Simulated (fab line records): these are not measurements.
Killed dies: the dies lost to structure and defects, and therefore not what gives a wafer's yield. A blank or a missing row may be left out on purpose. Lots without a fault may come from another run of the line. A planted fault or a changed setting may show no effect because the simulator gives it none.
Which of the tools did it? ; flow gf180mcu ; 39 wafers from 13 lots sampled at 4 of the route's 602 steps

== WHAT THE GAUGES SHOWED, per wafer ==
GF_HV_LDD_TW_MEAS_11. Usual: HV_LDD_TW typically reads 2400, with standard deviation 12.
lot;measured;on;HV_LDD_TW;flag
L425;day 9 19:44;film-metro-03;2392 2395 2390;
L426;day 10 08:34;film-metro-02;2395 2405 2386;
L427;day 10 13:34;film-metro-04;2400 2406 2399;
L429;day 11 12:47;film-metro-03;2397 2395 2403;
L433;day 12 15:19;film-metro-03;1222 1229 1221 1231 1235 1232;OFF
L436;day 13 13:50;film-metro-03;1172 1159 1177 1171 1158 1170;OFF
L439;day 14 14:35;film-metro-02;2387 2393 2388;
L442;day 15 07:26;film-metro-03;2388 2383 2401;
L444;day 15 23:11;film-metro-03;2397 2389 2392;
L445;day 16 04:53;film-metro-02;2403 2394 2411;
L446;day 16 12:17;film-metro-02;2406 2405 2414;
L447;day 16 16:49;film-metro-03;2422 2422 2418;
L448;day 17 01:40;film-metro-04;2407 2396 2405;

GF_CONTACT_THK_MEAS_01. Usual: CONTACT_CVD_00_THK typically reads 298.7 nm, with standard deviation 3.
lot;measured;on;CONTACT_CVD_00_THK (nm);flag
L425;day 14 21:26;film-metro-02;299.3 297.5 298.7;
L426;day 15 14:28;film-metro-02;298.3 302.9 297.5;
L427;day 15 19:06;film-metro-03;300.5 301.8 305.3;
L429;day 16 21:53;film-metro-04;297.5 297.0 294.3;
L439;day 20 14:14;film-metro-03;303.0 299.0 302.2;
L442;day 21 10:40;film-metro-04;300.0 297.9 298.4;
L444;day 22 03:02;film-metro-03;298.6 294.3 302.2;
L445;day 22 09:04;film-metro-04;293.5 298.9 298.6;
L446;day 22 17:14;film-metro-04;302.8 298.3 298.3;
L447;day 22 20:32;film-metro-03;298.3 296.6 296.4;
L448;day 23 05:23;film-metro-04;299.7 299.7 298.0;

== WHICH TOOL RAN EACH LOT (tool, then ch and the chambers of the sampled wafers, then the start) ==
lot;GF_HV_LDD_IMPLANT_09;GF_SAB_CVD_00
L425;implanter-02 ch 0, day 9 19:31;pecvd-04 ch 0,1,2, day 13 23:45
L426;implanter-02 ch 0, day 10 08:20;pecvd-04 ch 1,2, day 14 16:19
L427;implanter-04 ch 0, day 10 13:19;pecvd-02 ch 0,1,2, day 14 20:53
L429;implanter-03 ch 0, day 11 12:34;pecvd-03 ch 0,2, day 15 22:52
L433;implanter-02 ch 0, day 12 15:04;-
L436;implanter-02 ch 0, day 13 13:35;-
L439;implanter-03 ch 0, day 14 14:22;pecvd-03 ch 1,2, day 19 12:53
L442;implanter-04 ch 0, day 15 07:13;pecvd-03 ch 0,1,2, day 20 09:35
L444;implanter-03 ch 0, day 15 22:58;pecvd-04 ch 1,2, day 21 01:55
L445;implanter-02 ch 0, day 16 04:40;pecvd-02 ch 0,1, day 21 08:11
L446;implanter-03 ch 0, day 16 12:04;pecvd-03 ch 0,1, day 21 16:41
L447;implanter-04 ch 0, day 16 16:35;pecvd-03 ch 0,2, day 21 20:12
L448;implanter-04 ch 0, day 17 01:25;pecvd-02 ch 1,2, day 22 04:56
- GF_HV_LDD_IMPLANT_09
- GF_SAB_CVD_00: deposits SiO2 from TEOS, target thk 50 nm, time 4.9302 s.

== WHAT THE TOOLS THEMSELVES READ (means of the sampled wafers that have a number; where no wafer has one, the mark that the record gives instead) ==
GF_HV_LDD_IMPLANT_09. Usual: dose-ions-cm2 9.998e+13, standard deviation 9.9e+10; faraday-current-uA 563, standard deviation 10.
lot;tool;dose-ions-cm2;faraday-current-uA;flag
L425;implanter-02;9.986e+13;567;
L426;implanter-02;9.994e+13;564;
L427;implanter-04;1.001e+14;562;
L429;implanter-03;1.000e+14;564;
L433;implanter-02;9.997e+12;56;OFF
L436;implanter-02;1.002e+13;56;OFF
L439;implanter-03;1.001e+14;564;
L442;implanter-04;9.994e+13;561;
L444;implanter-03;9.986e+13;568;
L445;implanter-02;9.991e+13;565;
L446;implanter-03;9.999e+13;567;
L447;implanter-04;1.001e+14;564;
L448;implanter-04;9.986e+13;558;

GF_SAB_CVD_00. Usual: heater-power-w 594 W, standard deviation 73.
lot;tool;heater-power-w (W);flag
L425;pecvd-04;562;
L426;pecvd-04;612;
L427;pecvd-02;650;
L429;pecvd-03;553;
L439;pecvd-03;498;
L442;pecvd-03;558;
L444;pecvd-04;576;
L445;pecvd-02;610;
L446;pecvd-03;456;
L447;pecvd-03;575;
L448;pecvd-02;695;

== THE ANSWER, worked out from the rows above alone ==
Rule: a lot counts as off when the mean over its wafers that have a number is more than 3 standard deviations away from the usual mean. Also off: a lot with no number at a reading for which 4 or more lots have one. All remaining lots with rows at the step are treated as sound. The gauges are gone through in route order, then the tools' own readings, and for those a lot's mean is taken as printed above. At the first step where some lot is off, the reading lying furthest off is the one used; lots without a number count as furthest.
Off: L433, L436, at GF_HV_LDD_TW_MEAS_11 (HV_LDD_TW).
A tool fits if, at a process step before that reading, it ran every lot that is off, and no sound lot after the first of them. The gauges at GF_HV_LDD_TW_MEAS_11 aren't tried: what is off there is off at GF_HV_LDD_IMPLANT_09 too, on other tools, and a gauge's error can't cause that. Not one of the candidates tried fits.

== WHAT THE SIMULATOR HAD INSERTED ==
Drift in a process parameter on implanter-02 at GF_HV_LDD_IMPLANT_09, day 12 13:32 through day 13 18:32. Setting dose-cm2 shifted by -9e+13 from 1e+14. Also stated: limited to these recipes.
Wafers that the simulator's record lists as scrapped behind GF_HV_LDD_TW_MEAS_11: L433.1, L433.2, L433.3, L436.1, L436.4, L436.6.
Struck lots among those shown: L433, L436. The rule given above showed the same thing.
